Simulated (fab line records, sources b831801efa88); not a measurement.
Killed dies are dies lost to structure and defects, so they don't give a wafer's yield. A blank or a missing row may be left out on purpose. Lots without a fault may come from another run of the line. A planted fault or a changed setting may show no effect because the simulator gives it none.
fab line records | flow sky130
record lots=15 wafers=45 last_day=50
route steps=708 shown LDD_P@263 LDD_HVP@286 SPACER@305
lots that met no fault: from a run of the same line without faults
start_h: hours from the record's first day to the start of the lot's first wafer shown | wait_h: hours since the lot's step before | " the same as in the row above | L1.1+2: a row that stands for several wafers | - no value, or no start given | * or withheld: withheld | < > ~ a bound
route shown NAME@n: a module of which the file shows steps, and the number in the route of the first | usual: mean/standard deviation of fault-free wafers | same: alike in all rows | chamber/n: place in a boat | sites: the reading at each site | _std_site: their standard deviation | _edge_site: outer sites' mean less inner sites' | radius_mm: how far each site lies from the wafer's centre | mask NAME#n: copy n | behind: the tool/chamber that last shaped the wafer | hold: why the lot was held/for how many hours/how that ended | device: the transistor (n, p or np) that didn't switch | end of line: the same wafers' tests at the end of the route | a step without rows: its recipe alone | killed: dies lost to structure and defects at the first sort, not the wafer's yield | map: a wafer's dies, x killed, . not, _ none there
set.NAME: the setting as run; set.NAME@STEP: as run at that earlier step | model.NAME: the simulator's own value behind a step, which no gauge read
steps of the route over a sample of lots; a table a step, a row a wafer
services: from which hour (start_h, from the record's first day; less than 0 if before it) a tool's chamber was out of use, for how many hours, and why
## steps
# step SKY_LDD_P_OVL_MEAS_08
# usual LDD_P_OVL=-0.7/1.5
# columns lot.wafer tool chamber start_h wait_h LDD_P_OVL[nm]
L421.2 overlay-01 - 416.60 0.1 1.6
L421.4 " - " " 2.3
L421.6 " - " " 2.1
L422.2 overlay-02 - 427.25 0.1 -2.1
L422.3 " - " " -2.4
L422.6 " - " " -2.6
L423.3 overlay-01 - 433.66 0.1 -2.5
L423.4 " - " " -2.8
L423.5 " - " " -1.3
L424.1 overlay-02 - 441.34 0.1 1.1
L424.3 " - " " 0.2
L424.4 " - " " 0.4
L426.2 overlay-01 - 465.02 0.1 1.4
L426.4 " - " " 1.1
L426.5 " - " " -2.0
L432.1 overlay-01 - 526.44 0.1 -0.5
L432.2 " - " " -0.7
L432.4 " - " " 1.1
L433.1 overlay-01 - 533.50 0.1 -0.9
L433.2 " - " " -0.9
L433.3 " - " " -1.6
L434.1 overlay-01 - 559.19 0.1 -1.1
L434.3 " - " " -0.9
L434.5 " - " " 0.4
L436.2 overlay-02 - 590.15 0.1 -1.7
L436.5 " - " " -2.5
L436.6 " - " " -1.4
L435.3 overlay-01 - 590.45 0.1 -0.3
L435.4 " - " " 0.4
L435.6 " - " " -0.3
L437.1 overlay-01 - 606.91 0.1 -0.3
L437.2 " - " " 0.1
L437.3 " - " " 0.4
L439.2 overlay-01 - 617.01 0.1 -2.3
L439.3 " - " " -3.0
L439.4 " - " " -4.6
L440.1 overlay-02 - 621.91 0.1 0.1
L440.5 " - " " 0.3
L440.6 " - " " 1.0
L444.1 overlay-01 - 645.51 0.1 -0.6
L444.3 " - " " -1.4
L444.6 " - " " -2.4
L443.3 overlay-02 - 650.37 0.1 -0.5
L443.4 " - " " 0.8
L443.5 " - " " 2.1
# step SKY_LDD_HVP_IMPLANT_08
# recipe species=B energy_kev=20 dose_cm2=1.7e+13 tilt_deg=17.9
# usual beam_energy_keV=19.998/0.0067 beam_on_s=10.03/0.2
# columns lot.wafer tool chamber start_h wait_h beam_energy_keV beam_on_s
L421.2 implanter-02 0 477.04 0.0 20.016 9.91
L421.4 " 0 " " 20.010 10.22
L421.6 " 0 " " 20.012 9.81
L422.2 implanter-04 0 490.25 0.0 19.993 10.26
L422.3 " 0 " " 20.010 10.46
L422.6 " 0 " " 19.991 9.80
L423.3 implanter-02 0 496.18 0.1 20.002 9.91
L423.4 " 0 " " 20.001 9.86
L423.5 " 0 " " 20.001 10.22
L424.1 implanter-01 0 503.23 0.0 19.995 9.92
L424.3 " 0 " " 19.998 10.25
L424.4 " 0 " " 19.999 9.90
L426.2 implanter-02 0 527.34 0.0 19.997 9.87
L426.4 " 0 " " 19.999 9.89
L426.5 " 0 " " 19.996 9.67
L432.1 implanter-04 - 585.57 0.0 - -
L432.2 " - " " - -
L432.4 " - " " - -
L433.1 implanter-01 - 591.77 0.0 - -
L433.2 " - " " - -
L433.3 " - " " - -
L434.1 implanter-04 - 617.92 0.0 - -
L434.3 " - " " - -
L434.5 " - " " - -
L436.2 implanter-01 0 647.99 0.0 19.990 9.96
L436.5 " 0 " " 19.992 10.07
L436.6 " 0 " " 19.999 10.02
L435.3 implanter-02 0 648.22 0.1 19.997 10.06
L435.4 " 0 " " 19.987 10.32
L435.6 " 0 " " 19.997 10.10
L437.1 implanter-01 0 663.98 0.0 19.995 10.39
L437.2 " 0 " " 19.994 9.72
L437.3 " 0 " " 19.995 10.15
L439.2 implanter-04 0 673.94 0.0 20.002 10.17
L439.3 " 0 " " 19.990 9.69
L439.4 " 0 " " 19.981 10.46
L440.1 implanter-02 0 678.67 0.0 19.999 9.75
L440.5 " 0 " " 20.003 9.82
L440.6 " 0 " " 20.006 10.13
L444.1 implanter-02 0 700.97 0.0 20.005 10.09
L444.3 " 0 " " 20.001 10.25
L444.6 " 0 " " 19.996 10.07
L443.3 implanter-01 0 706.12 0.1 20.004 9.80
L443.4 " 0 " " 20.003 9.62
L443.5 " 0 " " 19.997 10.24
# step SKY_LDD_HVP_STRIP_09
# recipe chemistry=O2/N2 power_w=1400 pressure_mtorr=1500 platen_temp_c=withheld o2_flow_sccm=3000 n2_flow_sccm=300 overash_fraction=0.5
# usual drypump_motor_current_A=5.76/0.26 oes_product_au=0.408/0.0041 strip_time_to_endpoint_s=4.135/0.015
# columns lot.wafer tool chamber start_h wait_h drypump_motor_current_A oes_product_au rf_hours_counter_h strip_time_to_endpoint_s
L421.2 plasma_asher-04 0 477.17 0.1 5.79 0.404 4 4.154
L421.4 " 1 " " 5.68 0.407 - 4.152
L421.6 " 1 " " 5.67 0.408 - 4.127
L422.2 plasma_asher-03 0 490.38 0.1 5.24 0.414 34 4.128
L422.3 " 1 " " 5.59 0.412 - 4.136
L422.6 " 1 " " 5.57 0.409 - 4.146
L423.3 plasma_asher-03 1 496.31 0.1 5.55 0.418 - 4.142
L423.4 " 0 " " 5.21 0.408 - 4.129
L423.5 " 1 " " 5.56 0.411 - 4.137
L424.1 plasma_asher-04 1 503.53 0.2 5.72 0.410 7 4.135
L424.3 " 1 " " 5.72 0.405 - 4.134
L424.4 " 0 " " 5.78 0.413 - 4.130
L426.2 plasma_asher-04 1 527.47 0.1 5.73 0.412 9 4.165
L426.4 " 0 " " 5.75 0.412 - 4.148
L426.5 " 1 " " 5.69 0.410 - 4.144
L432.1 plasma_asher-04 1 585.72 0.1 5.71 0.409 15 4.123
L432.2 " 0 " " 5.77 0.411 15 4.156
L432.4 " 0 " " 5.78 0.412 - 4.137
L433.1 plasma_asher-02 0 591.92 0.1 5.94 0.407 79 4.159
L433.2 " 1 " " 6.09 0.406 79 4.131
L433.3 " 0 " " 5.95 0.406 - 4.133
L434.1 plasma_asher-04 0 618.07 0.1 5.80 0.407 18 4.103
L434.3 " 1 " " 5.69 0.404 - 4.119
L434.5 " 1 " " 5.71 0.411 - 4.103
L436.2 plasma_asher-03 0 648.12 0.1 5.21 0.405 50 4.100
L436.5 " 1 " " 5.58 0.402 - 4.102
L436.6 " 0 " " 5.22 0.401 - 4.092
L435.3 plasma_asher-04 1 648.35 0.1 5.67 0.402 - 4.137
L435.4 " 0 " " 5.77 0.404 - 4.136
L435.6 " 1 " " 5.70 0.408 - 4.154
L437.1 plasma_asher-04 0 664.13 0.1 5.79 0.405 22 4.133
L437.2 " 1 " " 5.68 0.409 22 4.122
L437.3 " 1 " " 5.68 0.409 - 4.099
L439.2 plasma_asher-03 1 674.07 0.1 5.57 0.409 52 4.152
L439.3 " 0 " " 5.17 0.405 - 4.162
L439.4 " 1 " " 5.56 0.410 - 4.151
L440.1 plasma_asher-03 0 678.82 0.1 5.21 0.410 53 4.158
L440.5 " 1 " " 5.58 0.407 - 4.149
L440.6 " 0 " " 5.24 0.415 - 4.139
L444.1 plasma_asher-02 0 701.12 0.1 5.96 0.413 89 4.148
L444.3 " 0 " " 5.98 0.407 - 4.130
L444.6 " 1 " " 6.06 0.409 - 4.133
L443.3 plasma_asher-02 0 706.25 0.1 5.94 0.405 - 4.143
L443.4 " 1 " " 6.07 0.403 - 4.158
L443.5 " 0 " " 5.97 0.406 - 4.146
# step SKY_LDD_HVP_TW_MEAS_10
# usual LDD_HVP_TW=452.9/2.6
# columns lot.wafer tool chamber start_h wait_h LDD_HVP_TW
L421.2 film_metro-03 - 477.28 0.1 450.7
L421.4 " - " " 449.9
L421.6 " - " " 449.5
L422.2 film_metro-04 - 490.49 0.1 453.7
L422.3 " - " " 452.7
L422.6 " - " " 453.7
L423.3 film_metro-03 - 496.40 0.1 452.3
L423.4 " - " " 450.5
L423.5 " - " " 450.8
L424.1 film_metro-03 - 503.63 0.1 453.1
L424.3 " - " " 453.5
L424.4 " - " " 452.6
L426.2 film_metro-01 - 527.58 0.1 459.6
L426.4 " - " " 459.1
L426.5 " - " " 457.3
L432.1 film_metro-03 - 585.82 0.1 29.6
L432.2 " - " " 29.7
L432.4 " - " " 29.6
L433.1 film_metro-04 - 592.02 0.1 29.8
L433.2 " - " " 29.9
L433.3 " - " " 30.0
L434.1 film_metro-04 - 618.17 0.1 30.1
L434.3 " - " " 30.0
L434.5 " - " " 30.1
L436.2 film_metro-03 - 648.23 0.1 450.1
L436.5 " - " " 453.4
L436.6 " - " " 453.9
L435.3 film_metro-01 - 648.44 0.1 453.9
L435.4 " - " " 455.2
L435.6 " - " " 453.8
L437.1 film_metro-03 - 664.23 0.1 450.6
L437.2 " - " " 452.3
L437.3 " - " " 456.6
L439.2 film_metro-01 - 674.18 0.1 453.3
L439.3 " - " " 452.1
L439.4 " - " " 455.4
L440.1 film_metro-03 - 678.92 0.1 449.3
L440.5 " - " " 451.8
L440.6 " - " " 448.2
L444.1 film_metro-03 - 701.22 0.1 449.2
L444.3 " - " " 449.7
L444.6 " - " " 450.7
L443.3 film_metro-03 - 706.34 0.1 448.8
L443.4 " - " " 452.8
L443.5 " - " " 452.8
# step SKY_SPACER_THK_MEAS_01
# recipe reads=Si3N4_of_SPACER_CVD_00
# usual SPACER_CVD_00_THK=43.1/0.33
# columns lot.wafer tool chamber start_h wait_h SPACER_CVD_00_THK[nm]
L421.2 film_metro-04 - 509.50 0.0 43.2
L421.4 " - " " 42.5
L421.6 " - " " 42.5
L422.2 film_metro-02 - 522.95 0.0 43.1
L422.3 " - " " 43.2
L422.6 " - " " 42.9
L423.3 film_metro-01 - 528.72 0.0 42.9
L423.4 " - " " 43.1
L423.5 " - " " 43.1
L424.1 film_metro-02 - 548.16 0.0 42.6
L424.3 " - " " 42.9
L424.4 " - " " 42.9
L426.2 film_metro-01 - 558.64 0.0 43.2
L426.4 " - " " 43.4
L426.5 " - " " 43.1
L436.2 film_metro-02 - 678.24 0.0 42.7
L436.5 " - " " 42.8
L436.6 " - " " 43.0
L435.3 film_metro-04 - 680.51 0.0 42.9
L435.4 " - " " 42.8
L435.6 " - " " 42.9
L437.1 film_metro-04 - 694.13 0.0 43.3
L437.2 " - " " 43.3
L437.3 " - " " 43.2
L439.2 film_metro-01 - 703.30 0.0 43.1
L439.3 " - " " 42.5
L439.4 " - " " 42.5
L440.1 film_metro-04 - 708.18 0.0 42.9
L440.5 " - " " 43.2
L440.6 " - " " 43.1
L444.1 film_metro-04 - 731.14 0.0 43.6
L444.3 " - " " 43.2
L444.6 " - " " 43.1
L443.3 film_metro-02 - 736.92 0.0 43.0
L443.4 " - " " 43.1
L443.5 " - " " 42.9
## services
# columns tool chamber start_h hours kind
plasma_asher-03 - 456.97 32.9 repair
plasma_asher-04 - 487.15 2.2 repair
implanter-01 - 532.52 1.5 repair
plasma_asher-03 - 539.56 0.6 repair
implanter-02 - 572.21 7.5 repair
plasma_asher-03 - 582.69 2.8 pm
plasma_asher-02 - 592.69 4.0 repair
plasma_asher-04 - 598.78 0.7 repair
implanter-01 - 623.69 17.0 repair
implanter-04 - 643.89 3.8 pm
implanter-02 - 653.42 3.9 pm
implanter-04 - 662.71 2.1 repair
implanter-04 - 664.83 3.1 pm
implanter-04 - 667.28 3.6 repair
implanter-01 - 683.17 2.7 repair
implanter-04 - 694.34 8.8 repair
## key
first_sign step=SKY_LDD_HVP_IMPLANT_08 reading=tool_record direction=missing
effect step=SKY_LDD_HVP_TW_MEAS_10 reading=LDD_HVP_TW direction=down sigmas=99+ usual=452.9 struck=29.9
met_at SKY_LDD_HVP_IMPLANT_08
struck_lots L432,L433,L434
later_rows_left_out L432.1,L432.2,L432.4,L433.1,L433.2,L433.3,L434.1,L434.3,L434.5
sort_left_out L432.1,L432.2,L432.4,L433.1,L433.2,L433.3,L434.1,L434.3,L434.5
tester_left_out L432,L433,L434
not_acting_at SKY_LDD_P_OVL_MEAS_08,SKY_LDD_HVP_STRIP_09,SKY_SPACER_THK_MEAS_01
onset_between 503.23 585.57
fault kind=skipped_step_whole tool=implanter-01,implanter-04 chamber=- onset_h=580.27 steps=SKY_LDD_HVP_IMPLANT_08 scope=struck_lots_only
# tester_left_out: of these lots the tester's yield and bins aren't shown, on N5 and GAA mostly nor the transistor test; their killed dies are dies lost to structure and defects alone, not to doping, threshold or leakage, so they don't give the yield
# sort_left_out: the simulated sort isn't trusted on such a fault, so these wafers' sort isn't shown, and their yield isn't known
# later_rows_left_out: the simulator's readings of these wafers behind a module that went badly wrong aren't trusted and aren't shown, but for the sort
